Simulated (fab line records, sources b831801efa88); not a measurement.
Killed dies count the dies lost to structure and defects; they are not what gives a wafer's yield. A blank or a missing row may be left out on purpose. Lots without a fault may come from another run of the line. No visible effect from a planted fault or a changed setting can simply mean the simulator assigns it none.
Struck lot and sound lot, side by side + flow sfqLine + 42 out of 325 route steps
Sound: wafers L241.2, L241.3, L241.6. Struck: wafers L246.3, L246.5 (left out: L246.6, a lot-mate that was not struck); the cause follows at the end.
Each step with rows lists, per side, the tool, then ch with its chambers, then its first start. Under that, the readings that differ: sound wafers + struck wafers + difference of the means + sigmas: that difference in standard deviations of wafers without a fault.
alike: same words and numbers on both sides, and readings whose means sit less than 2 such deviations apart. not compared: any withheld reading, any reading some wafer has no value for, any bound like >300 that may hide the same value, and any number with overlapping values for which the record gives no deviation.
Wherever a step has rows on one side only, a row that says differs or no value, or a row with sigmas, the two part there. Numbers that have no deviation but don't overlap get no sigmas and don't part them. A reading that every wafer of one side lacks parts them only if that side has two wafers or more.

first, 6 steps without rows for these wafers: SFQ_TRILAYER_L0_VIA_LITHO_COAT_018 (resist thk 62 nm); SFQ_TRILAYER_L0_VIA_LITHO_COAT_013 (resist thk 650 nm); SFQ_TRILAYER_L0_VIA_LITHO_SOFTBAKE_017; SFQ_TRILAYER_L0_VIA_LITHO_EXPOSE_014 (exposes mask L0V, target cd 700 nm); SFQ_TRILAYER_L0_VIA_LITHO_PEB_016 (peb time 60 s); SFQ_TRILAYER_L0_VIA_LITHO_DEVELOP_015 (time 60 s).
SFQ_L0V_OVL_MEAS_903:
  sound on overlay-02 at day 8 19:20; struck on overlay-01 at day 10 05:04
| reading      | sound      | struck | difference | sigmas |
|--------------|------------|--------|------------|--------|
| L0V_OVL (nm) | -13 -7 -12 | 7 4    | +16        | +3     |
SFQ_TRILAYER_L0_VIA_BARC_OPEN_VIA_ETCH_021: etches BARC in O2, target depth 125 nm, time 41.7 s.
  sound on rieDiel-04 ch 1,2,3, day 8 19:22; struck on rieDiel-03 ch 1,2, day 10 05:06
  alike: chamberPressureMTorr, drypumpMotorCurrentA, oesProductAu, rfFwdPowerW
  not compared: rfHoursCounterH
SFQ_TRILAYER_L0_VIA_ETCH_VIA_ETCH_016: etches SiO2 in CHF3, stops on MoNx KI, target depth 80 nm.
  sound on rieDiel-04 ch 1,2,3, day 8 19:24; struck on rieDiel-03 ch 1,2, day 10 05:08
  alike: chamberPressureMTorr, drypumpMotorCurrentA, oesProductAu, rfFwdPowerW
then, 3 steps without rows for these wafers: SFQ_TRILAYER_L0_VIA_STRIP_STRIP_017 (strips in O2); SFQ_TRILAYER_L0_VIA_STRIP_SOLV_CLEAN_018 (cleans in NMP, time 600 s); SFQ_TRILAYER_M0_DEP_PRE_CLEAN_020 (time 15 s).
SFQ_TRILAYER_M0_DEP_SPUTTER_019: material Nb, target thk 200 nm, time 133.3 s.
  sound on pvdSputter-06 at day 8 20:14; struck on pvdSputter-06 at day 10 05:59
| reading                                            | sound             | struck      | difference | sigmas |
|----------------------------------------------------|-------------------|-------------|------------|--------|
| model.Nb_of_TRILAYER_M0_DEP_SPUTTER_019.thkNm (nm) | 199.3 197.9 199.4 | 208.1 204.6 | +7.5       |        |
  alike: throttleValvePct
SFQ_M0_RS_MEAS_904: measures by four-point-probe.
  sound on filmMetro-01 at day 8 20:21; struck on filmMetro-02 at day 10 06:07
| reading           | sound             | struck      | difference | sigmas |
|-------------------|-------------------|-------------|------------|--------|
| M0_NB_RS (ohm/sq) | 0.893 0.901 0.893 | 0.856 0.872 | -0.032     | -4     |
then, 6 steps without rows for these wafers: SFQ_TRILAYER_M0_LITHO_COAT_026 (resist thk 62 nm); SFQ_TRILAYER_M0_LITHO_COAT_021 (resist thk 600 nm); SFQ_TRILAYER_M0_LITHO_SOFTBAKE_025; SFQ_TRILAYER_M0_LITHO_EXPOSE_022 (exposes mask M0, target cd 500 nm); SFQ_TRILAYER_M0_LITHO_PEB_024 (peb time 60 s); SFQ_TRILAYER_M0_LITHO_DEVELOP_023 (time 60 s).
-- the record jumps here: 4 days lie between the struck wafers' starts before and after --
SFQ_M0_OVL_MEAS_906:
  sound on overlay-02 at day 12 21:30; struck on overlay-02 at day 14 11:55
  alike: M0_OVL
SFQ_TRILAYER_M0_BARC_OPEN_METAL_ETCH_031: etches BARC in O2, target depth 125 nm, time 41.7 s.
  sound on rieMetal-02 ch 0,1, day 12 21:32; struck on rieMetal-02 ch 0, day 14 11:57
  alike: chamberPressureMTorr, drypumpMotorCurrentA, oesProductAu, rfFwdPowerW
  not compared: rfHoursCounterH
SFQ_TRILAYER_M0_ETCH_METAL_ETCH_024: etches Nb in Cl2/Ar, stops on SiO2, target depth 240 nm, time 120 s.
  sound on rieMetal-02 ch 0,1, day 12 21:35; struck on rieMetal-02 ch 0, day 14 12:02
| reading                      | sound             | struck      | difference | sigmas |
|------------------------------|-------------------|-------------|------------|--------|
| oesProductAu (a.u.)          | 0.892 0.890 0.890 | 0.911 0.913 | +0.021     | +3     |
| model.etch.depthNm (nm)      | 199.3 197.9 199.4 | 208.1 204.6 | +7.5       |        |
| model.M0.featureDepthNm (nm) | 199.3 197.9 199.4 | 208.1 204.6 | +7.5       |        |
  alike: chamberPressureMTorr, drypumpMotorCurrentA, rfFwdPowerW
  not compared: rfHoursCounterH
then, 2 steps without rows for these wafers: SFQ_TRILAYER_M0_STRIP_STRIP_025 (strips in O2); SFQ_TRILAYER_M0_STRIP_SOLV_CLEAN_026 (cleans in NMP, time 600 s).
SFQ_TRILAYER_I0_DEP_PECVD_027: deposits SiO2 from SiH4/N2O, time 111.11 s, target thk 500 nm.
  sound on pecvd-04 ch 0,2, day 12 22:29; struck on pecvd-04 ch 1,2, day 14 12:53
  alike: chamberPressureTorr, heaterPowerW, rfFwdPowerW, throttleValvePct
SFQ_TRILAYER_I0_CMP_CMP_028: polishes SiO2.
  sound on cmp-01 ch 2,3, day 12 22:34; struck on cmp-02 ch 2,3, day 14 13:28
  alike: headPressurePsi, motorCurrentA, timeToEndpointS
SFQ_I0_BOW_MEAS_907:
  sound on filmMetro-04 at day 13 01:35; struck on filmMetro-03 at day 14 16:01
  alike: I0_BOW
then, 7 steps without rows for these wafers: SFQ_TRILAYER_I0_METRO_MEASURE_029; SFQ_TRILAYER_I0_VIA_LITHO_COAT_036 (resist thk 62 nm); SFQ_TRILAYER_I0_VIA_LITHO_COAT_031 (resist thk 650 nm); SFQ_TRILAYER_I0_VIA_LITHO_SOFTBAKE_035; SFQ_TRILAYER_I0_VIA_LITHO_EXPOSE_032 (exposes mask I0, target cd 500 nm); SFQ_TRILAYER_I0_VIA_LITHO_PEB_034 (peb time 60 s); SFQ_TRILAYER_I0_VIA_LITHO_DEVELOP_033 (time 60 s).
-- the record jumps here: 6 days lie between the struck wafers' starts before and after --
SFQ_I0_OVL_MEAS_908:
  sound on overlay-01 at day 18 18:26; struck on overlay-02 at day 20 16:26
  alike: I0_OVL
then, 5 steps without rows for these wafers: SFQ_TRILAYER_I0_VIA_BARC_OPEN_VIA_ETCH_046 (etches BARC in O2, target depth 125 nm, time 41.7 s); SFQ_TRILAYER_I0_VIA_ETCH_VIA_ETCH_034 (etches SiO2 in CHF3, stops on Nb, target depth 260 nm); SFQ_TRILAYER_I0_VIA_STRIP_STRIP_035 (strips in O2); SFQ_TRILAYER_I0_VIA_STRIP_SOLV_CLEAN_036 (cleans in NMP, time 600 s); SFQ_TRILAYER_M1_DEP_PRE_CLEAN_038 (time 22.5 s).
-- the record jumps here: 70 days lie between the struck wafers' starts before and after --
SFQ_M8_BOW_MEAS_951:
  sound on filmMetro-04 at day 90 00:29; struck on filmMetro-03 at day 90 18:39
| reading                | sound                | struck        | difference | sigmas |
|------------------------|----------------------|---------------|------------|--------|
| model.etest.m0.ohmUm   | 1.781 1.791 1.787    | 1.702 1.737   | -0.067     |        |
| model.etest.i0.linkOhm | 1.985 1.987 1.988    | 1.933 1.964   | -0.038     |        |
| model.etest.m0.ohmSq   | 0.8925 0.8992 0.8921 | 0.8551 0.8696 | -0.0323    |        |
  alike: M8_BOW

WHERE THEY PART
Earliest at SFQ_L0V_OVL_MEAS_903; latest, in this record, at SFQ_TRILAYER_M0_ETCH_METAL_ETCH_024. Later steps at which nothing parts them and some readings are alike: SFQ_TRILAYER_I0_DEP_PECVD_027, SFQ_TRILAYER_I0_CMP_CMP_028, SFQ_I0_BOW_MEAS_907, SFQ_I0_OVL_MEAS_908, SFQ_M8_BOW_MEAS_951.

WHY: what had been put in by the simulator
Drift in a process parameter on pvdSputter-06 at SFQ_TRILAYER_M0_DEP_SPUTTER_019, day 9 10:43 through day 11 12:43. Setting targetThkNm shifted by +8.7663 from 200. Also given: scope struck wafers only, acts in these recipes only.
